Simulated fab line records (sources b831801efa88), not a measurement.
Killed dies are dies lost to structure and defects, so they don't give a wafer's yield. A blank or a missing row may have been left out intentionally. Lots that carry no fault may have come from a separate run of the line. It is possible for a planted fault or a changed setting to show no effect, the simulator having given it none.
Comparing a struck lot with a sound one | flow sfq line | 18 out of 325 route steps
Sound: these wafers, L588.1, L588.2, L588.4. The struck wafers were L594.2, L594.4, L594.6. The cause comes at the end.
For every step that has rows: the tool of each side, followed by ch and its chambers, followed by its first start. Under that, the readings that differ: sound wafers | struck wafers | difference of the means | sigmas: that difference in standard deviations of wafers without a fault.
alike: readings with means less than 2 such deviations apart, plus words and numbers identical on both sides. not compared: withheld readings, readings lacking a value on some wafer, bounds such as >300 that could conceal the same value, and numbers that have no deviation in the record and whose values overlap.
Wherever a step has rows on one side only, a row that says differs or no value, or a row with sigmas, the two part there. When numbers do not overlap yet have no deviation, they are printed without sigmas and do not part them. A reading missing from all wafers of one side parts the sides only when that side holds two or more wafers.

SFQ_I6_OVL_MEAS_942:
  sound: overlay-02 at day 76 18:46; struck: overlay-01 at day 77 10:22
  alike: I6_OVL
SFQ_TRILAYER_I6_VIA_BARC_OPEN_VIA_ETCH_235: etches BARC in O2, target depth 125 nm, time 41.7 s.
  sound on rie diel-04 ch 0,1,3, day 76 18:47; struck on rie diel-01 ch 0,1,2, day 77 10:23
  alike: bias w, drypump motor current A, oes product au
  not compared: rf hours counter h
SFQ_TRILAYER_I6_VIA_ETCH_VIA_ETCH_172: etches SiO2 in CHF3, stops on Nb, target depth 260 nm.
  sound on rie diel-04 ch 0,1,3, day 76 18:50; struck on rie diel-01 ch 0,1,2, day 77 10:26
  alike: bias w, drypump motor current A, oes product au
SFQ_TRILAYER_I6_VIA_STRIP_STRIP_173: strips in O2.
  sound on rie metal-01 ch 0, day 76 18:57; struck on rie metal-02 ch 0,1, day 77 10:33
  alike: drypump motor current A, he backside leak sccm, oes product au
  not compared: rf hours counter h
then, 2 steps without rows for these wafers: SFQ_TRILAYER_I6_VIA_STRIP_SOLV_CLEAN_174 (cleans in NMP, time 600 s); SFQ_TRILAYER_M7_DEP_PRE_CLEAN_176 (time 22.5 s).
SFQ_TRILAYER_M7_DEP_SPUTTER_175: material Nb, target thk 200 nm, time 133.3 s.
  sound: pvd sputter-04 at day 76 20:21; struck: pvd sputter-04 at day 77 11:21
  alike: substrate temp c, throttle valve pct
SFQ_M7_RS_MEAS_943: a four-point-probe measurement.
  sound: film metro-02 at day 76 20:26; struck: film metro-04 at day 77 11:28
  alike: M7_NB_RS
then, 3 steps without rows for these wafers: SFQ_TRILAYER_M7_LITHO_COAT_182 (resist thk 62 nm); SFQ_TRILAYER_M7_LITHO_COAT_177 (resist thk 600 nm); SFQ_TRILAYER_M7_LITHO_SOFTBAKE_181.
SFQ_TRILAYER_M7_LITHO_EXPOSE_178: exposes mask M7, target cd 500 nm.
  sound on krf scanner-01 ch 0, day 77 00:28; struck on krf scanner-01 ch 0, day 77 15:04
  reading              | sound                | struck               | difference | sigmas
  exposure dose mJ cm2 | 14.414 14.383 14.396 | 14.988 14.982 14.954 | +0.577     | +41
  alike: mask
then, 2 steps without rows for these wafers: SFQ_TRILAYER_M7_LITHO_PEB_180 (peb time 60 s); SFQ_TRILAYER_M7_LITHO_DEVELOP_179 (time 60 s).
SFQ_M7_OVL_MEAS_945:
  sound: overlay-02 at day 77 01:58; struck: overlay-01 at day 77 16:22
  alike: M7_OVL
SFQ_TRILAYER_M7_BARC_OPEN_METAL_ETCH_229: etches BARC in O2, target depth 125 nm, time 41.7 s.
  sound on rie metal-01 ch 0, day 77 01:59; struck on rie metal-01 ch 0,1, day 77 16:23
  reading             | sound             | struck            | difference | sigmas
  model.M7.cd nm (nm) | 498.9 500.2 499.9 | 495.4 494.5 496.2 | -4.3       |
  alike: bias w, drypump motor current A, he backside leak sccm, oes product au
  not compared: rf hours counter h
SFQ_TRILAYER_M7_ETCH_METAL_ETCH_180: etches Nb in Cl2/Ar, stops on SiO2, target depth 240 nm, time 120 s.
  sound on rie metal-01 ch 0, day 77 02:07; struck on rie metal-01 ch 0,1, day 77 16:27
  reading    | sound             | struck            | difference | sigmas
  bias w (W) | 80.34 80.37 80.27 | 79.63 80.07 79.67 | -0.54      | -2
  alike: drypump motor current A, he backside leak sccm, oes product au
  not compared: rf hours counter h, model.M7.cd nm
SFQ_TRILAYER_M7_STRIP_STRIP_181: strips in O2.
  sound on rie metal-01 ch 0, day 77 02:22; struck on rie metal-01 ch 0,1, day 77 16:35
  alike: drypump motor current A, he backside leak sccm, oes product au
  not compared: rf hours counter h

WHERE THEY PART
At SFQ_TRILAYER_M7_LITHO_EXPOSE_178 first; at SFQ_TRILAYER_M7_ETCH_METAL_ETCH_180 last (within this record only). Later steps at which nothing parts them and some readings are alike: SFQ_TRILAYER_M7_STRIP_STRIP_181.

WHY: the cause the simulator had injected
Process parameter drift: krf scanner-01, from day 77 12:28 on, at SFQ_TRILAYER_M7_LITHO_EXPOSE_178. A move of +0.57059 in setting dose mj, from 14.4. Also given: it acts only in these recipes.
